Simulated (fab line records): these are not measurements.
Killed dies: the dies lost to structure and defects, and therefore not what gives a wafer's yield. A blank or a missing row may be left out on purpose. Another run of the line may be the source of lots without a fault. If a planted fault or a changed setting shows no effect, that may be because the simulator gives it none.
Chamber matching | flow sky130 | rie-diel-03 running SKY_POLY_GATE_ETCH_16: 4 sister chambers
The step etches Si3N4 in CH3F/O2, stops on poly-Si, time 147.5 s, target depth 75 nm. 4 wafers are shown with their chamber, then 8 later ones without.

WAFERS WITH THEIR CHAMBER
wafer  | chamber | drypump-motor-current-A (A)
L080.5 | 3       | 5.8
L084.2 | 2       | 6.0
L084.6 | 0       | 4.6
L092.1 | 1       | 5.0

WAFERS WHOSE CHAMBER IS MISSING
wafer  | drypump-motor-current-A (A)
L092.3 | 6.0
L092.4 | 5.8
L093.2 | 4.6
L093.5 | 5.9
L093.6 | 5.0
L094.1 | 4.6
L094.4 | 5.0
L094.6 | 5.0

WHICH CHAMBER EACH ONE RAN IN
wafer  | from the rows above     | in truth
L092.3 | 2                       | 2
L092.4 | 3                       | 3
L093.2 | 0                       | 0
L093.5 | can't be placed: 2 or 3 | 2
L093.6 | 1                       | 1
L094.1 | 0                       | 0
L094.4 | 1                       | 1
L094.6 | 1                       | 1
Correct placement for 7 of the 8. These rows do not allow placing 1 (true chamber among the candidates in 1). 0 placed wrongly.
How it was worked out, from the rows above alone: a wafer's distance from a chamber is the root of the sum, over the readings, of the square of ((its reading less the chamber's mean) divided by the reading's scatter). The wafer belongs to the nearest chamber; if the next one is less than 2 further off, it can't be placed. Each chamber's mean is taken over the wafers shown for it. The scatter (one wafer shown for each chamber): square how far every hidden wafer sits from the nearest shown wafer, average those squares and take the square root.
